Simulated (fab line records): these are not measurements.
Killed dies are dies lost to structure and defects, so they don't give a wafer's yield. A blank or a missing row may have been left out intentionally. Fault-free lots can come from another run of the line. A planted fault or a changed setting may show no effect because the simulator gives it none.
A struck lot beside a sound one ; flow sfq_line ; 26 steps out of a route of 325
Sound: wafers L892.1, L892.2, L892.5. Struck: wafer L898.2 (L898.5, L898.6, from the same lot, were not struck and are left out); the cause is given at the end.
At each step with rows: each side's tool, then ch and its chambers, then its first start. Under that, the readings that differ: sound wafers ; struck wafers ; difference of the means ; sigmas: that difference in standard deviations of wafers without a fault.
alike: readings whose means differ by less than 2 such deviations, and words and numbers that are the same on both sides. not compared: withheld readings, readings that some wafer has no value for, bounds like >300 that may hide the same value, and numbers for which the record gives no deviation and whose values overlap.
Wherever a step has rows on one side only, a row that says differs or no value, or a row with sigmas, the two part there. Non-overlapping numbers with no deviation appear without sigmas and do not part them. A reading that every wafer of one side lacks parts them only if that side has two wafers or more.

SFQ_L0_RS_MEAS_901: the measuring method here is four-point-probe.
  struck on film_metro-01, day 4 00:35; sound on film_metro-03, day 2 18:34
  alike: L0_MONX_KI_RS
  not compared: hold
SFQ_L0_THK_MEAS_902: measures by xrf.
  struck on film_metro-01, day 4 00:42; sound on film_metro-03, day 2 18:41
  alike: L0_MONX_KI_THK
  not compared: hold
then, 7 steps without rows for these wafers: SFQ_TRILAYER_L0_LITHO_COAT_010 (resist thk 62 nm); SFQ_TRILAYER_L0_LITHO_COAT_005 (resist thk 600 nm); SFQ_TRILAYER_L0_LITHO_SOFTBAKE_009; SFQ_TRILAYER_L0_LITHO_EXPOSE_006 (exposes mask L0, target cd 2000 nm); SFQ_TRILAYER_L0_LITHO_PEB_008 (peb time 60 s); SFQ_TRILAYER_L0_LITHO_DEVELOP_007 (time 60 s); SFQ_TRILAYER_L0_BARC_OPEN_METAL_ETCH_010 (etches BARC in O2, target depth 125 nm, time 41.7 s).
SFQ_TRILAYER_L0_ETCH_METAL_ETCH_008: etches MoNx KI in SF6/O2, stops on SiO2, target depth 50 nm, time 25 s.
  sound on rie_metal-04 ch 0,1, day 3 08:29; struck on rie_metal-04 ch 1, day 4 17:18
  alike: drypump_motor_current_A, oes_product_au
  not compared: rf_hours_counter_h
SFQ_TRILAYER_L0_STRIP_STRIP_009: strips in O2.
  sound on rie_metal-04 ch 0,1, day 3 08:31; struck on rie_metal-04 ch 1, day 4 17:20
  alike: drypump_motor_current_A, oes_product_au
  not compared: rf_hours_counter_h
then, 1 step without rows for these wafers: SFQ_TRILAYER_L0_STRIP_SOLV_CLEAN_010 (cleans in NMP, time 600 s).
SFQ_TRILAYER_L0_CAP_PECVD_011: deposits SiO2 from SiH4/N2O, time 13.333 s, target thk 60 nm.
  sound on pecvd-02 ch 0,1,2, day 3 09:18; struck on pecvd-02 ch 0, day 4 18:07
reading;sound;struck;difference;sigmas
model.SiO2_of_TRILAYER_L0_CAP_PECVD_011.thk_nm (nm);58.94 58.42 59.78;50.18;-8.87;
  alike: heater_power_w, throttle_valve_pct
then, 6 steps without rows for these wafers: SFQ_TRILAYER_L0_VIA_LITHO_COAT_018 (resist thk 62 nm); SFQ_TRILAYER_L0_VIA_LITHO_COAT_013 (resist thk 650 nm); SFQ_TRILAYER_L0_VIA_LITHO_SOFTBAKE_017; SFQ_TRILAYER_L0_VIA_LITHO_EXPOSE_014 (exposes mask L0V, target cd 700 nm); SFQ_TRILAYER_L0_VIA_LITHO_PEB_016 (peb time 60 s); SFQ_TRILAYER_L0_VIA_LITHO_DEVELOP_015 (time 60 s).
-- the record jumps here: 5 days lie between the struck wafers' starts before and after --
SFQ_L0V_OVL_MEAS_903:
  struck on overlay-02, day 9 13:38; sound on overlay-01, day 6 08:43
  alike: L0V_OVL
SFQ_TRILAYER_L0_VIA_BARC_OPEN_VIA_ETCH_021: etches BARC in O2, target depth 125 nm, time 41.7 s.
  sound on rie_diel-02 ch 0,2,3, day 6 08:46; struck on rie_diel-02 ch 3, day 9 13:40
  alike: drypump_motor_current_A, oes_product_au
  not compared: rf_hours_counter_h
SFQ_TRILAYER_L0_VIA_ETCH_VIA_ETCH_016: etches SiO2 in CHF3, stops on MoNx KI, target depth 80 nm.
  sound on rie_diel-02 ch 0,2,3, day 6 08:48; struck on rie_diel-02 ch 3, day 9 13:41
reading;sound;struck;difference;sigmas
oes_product_au (a.u.);0.840 0.818 0.838;0.775;-0.057;-7
model.L0V.feature_depth_nm (nm);58.94 58.42 59.78;50.18;-8.87;
model.etch.depth_nm (nm);58.94 58.42 59.78;50.18;-8.87;
  alike: drypump_motor_current_A
SFQ_TRILAYER_L0_VIA_STRIP_STRIP_017: strips in O2.
  sound on rie_metal-03 ch 0,1, day 6 08:50; struck on rie_metal-03 ch 0, day 9 13:56
reading;sound;struck;difference;sigmas
oes_product_au (a.u.);0.987 1.001 0.999;0.981;-0.015;-2
  alike: drypump_motor_current_A
  not compared: rf_hours_counter_h
then, 1 step without rows for these wafers: SFQ_TRILAYER_L0_VIA_STRIP_SOLV_CLEAN_018 (cleans in NMP, time 600 s).
SFQ_TRILAYER_M0_DEP_PRE_CLEAN_020: time 15 s.
  struck on pvd_sputter-04, day 9 15:08; sound on pvd_sputter-03, day 6 09:38
reading;sound;struck;difference;sigmas
model.SiO2_of_TRILAYER_L0_CAP_PECVD_011.thk_nm (nm);53.94 53.42 54.78;45.18;-8.87;
SFQ_TRILAYER_M0_DEP_SPUTTER_019: material Nb, target thk 200 nm, time 133.3 s.
  struck on pvd_sputter-04, day 9 15:10; sound on pvd_sputter-03, day 6 09:40
  alike: chamber_pressure_pa, throttle_valve_pct

== WHERE THEY PART ==
First at SFQ_TRILAYER_L0_VIA_ETCH_VIA_ETCH_016; last, within this record, at SFQ_TRILAYER_L0_VIA_STRIP_STRIP_017. Later steps at which nothing parts them and some readings are alike: SFQ_TRILAYER_M0_DEP_SPUTTER_019.

WHY: what had been put in by the simulator
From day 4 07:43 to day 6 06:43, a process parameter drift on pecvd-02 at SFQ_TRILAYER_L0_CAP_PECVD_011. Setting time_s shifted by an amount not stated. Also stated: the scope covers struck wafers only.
